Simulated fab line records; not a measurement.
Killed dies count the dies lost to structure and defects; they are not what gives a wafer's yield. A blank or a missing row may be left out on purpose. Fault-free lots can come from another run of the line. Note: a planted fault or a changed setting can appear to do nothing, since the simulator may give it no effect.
Matching of chambers || flow sky130 || rie_diel-03 running SKY_VIA1_ETCH_14: 4 sister chambers
The step etches BARC in N2/H2, stops on SiO2, time 45.9 s, target depth 60 nm. 4 wafers are shown with their chamber, then 9 later ones without.

== WAFERS, EACH WITH ITS CHAMBER ==
{"wafer": "L083.5", "chamber": 2, "throttle_valve_pct (%)": 13.229}
{"wafer": "L087.1", "chamber": 3, "throttle_valve_pct (%)": 13.221}
{"wafer": "L087.2", "chamber": 1, "throttle_valve_pct (%)": 13.241}
{"wafer": "L087.4", "chamber": 0, "throttle_valve_pct (%)": 13.233}

== WAFERS WITH NO CHAMBER GIVEN ==
{"wafer": "L089.1", "throttle_valve_pct (%)": 13.232}
{"wafer": "L089.3", "throttle_valve_pct (%)": 13.232}
{"wafer": "L089.6", "throttle_valve_pct (%)": 13.218}
{"wafer": "L092.1", "throttle_valve_pct (%)": 13.221}
{"wafer": "L092.4", "throttle_valve_pct (%)": 13.207}
{"wafer": "L092.6", "throttle_valve_pct (%)": 13.216}
{"wafer": "L097.2", "throttle_valve_pct (%)": 13.221}
{"wafer": "L097.3", "throttle_valve_pct (%)": 13.212}
{"wafer": "L097.5", "throttle_valve_pct (%)": 13.234}

== WHICH CHAMBER EACH WENT THROUGH ==
{"wafer": "L089.1", "from the rows above": "can't be placed: 0 or 2 or 1 or 3", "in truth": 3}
{"wafer": "L089.3", "from the rows above": "can't be placed: 0 or 2 or 1 or 3", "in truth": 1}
{"wafer": "L089.6", "from the rows above": "can't be placed: 3 or 2", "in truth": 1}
{"wafer": "L092.1", "from the rows above": "can't be placed: 3 or 2", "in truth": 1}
{"wafer": "L092.4", "from the rows above": "can't be placed: 3 or 2", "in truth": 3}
{"wafer": "L092.6", "from the rows above": "can't be placed: 3 or 2", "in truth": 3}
{"wafer": "L097.2", "from the rows above": "can't be placed: 3 or 2", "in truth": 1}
{"wafer": "L097.3", "from the rows above": "can't be placed: 3 or 2", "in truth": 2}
{"wafer": "L097.5", "from the rows above": "can't be placed: 0 or 2 or 1", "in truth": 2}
Placed correctly: 0 of 9. Cannot be placed on the basis of these rows: 9; the candidates contain the true chamber in 6. Number placed wrongly: 0.
How it was worked out, from the rows above alone: a wafer's distance from a chamber is the root of the sum, over the readings, of the square of ((its reading less the chamber's mean) divided by the reading's scatter). The wafer belongs to the nearest chamber; if the next one is less than 2 further off, it can't be placed. For every chamber, the mean is computed from those of its wafers that are shown. The scatter: with one shown wafer a chamber, the root of the mean of the squares of how far each hidden wafer lies from its nearest shown one.
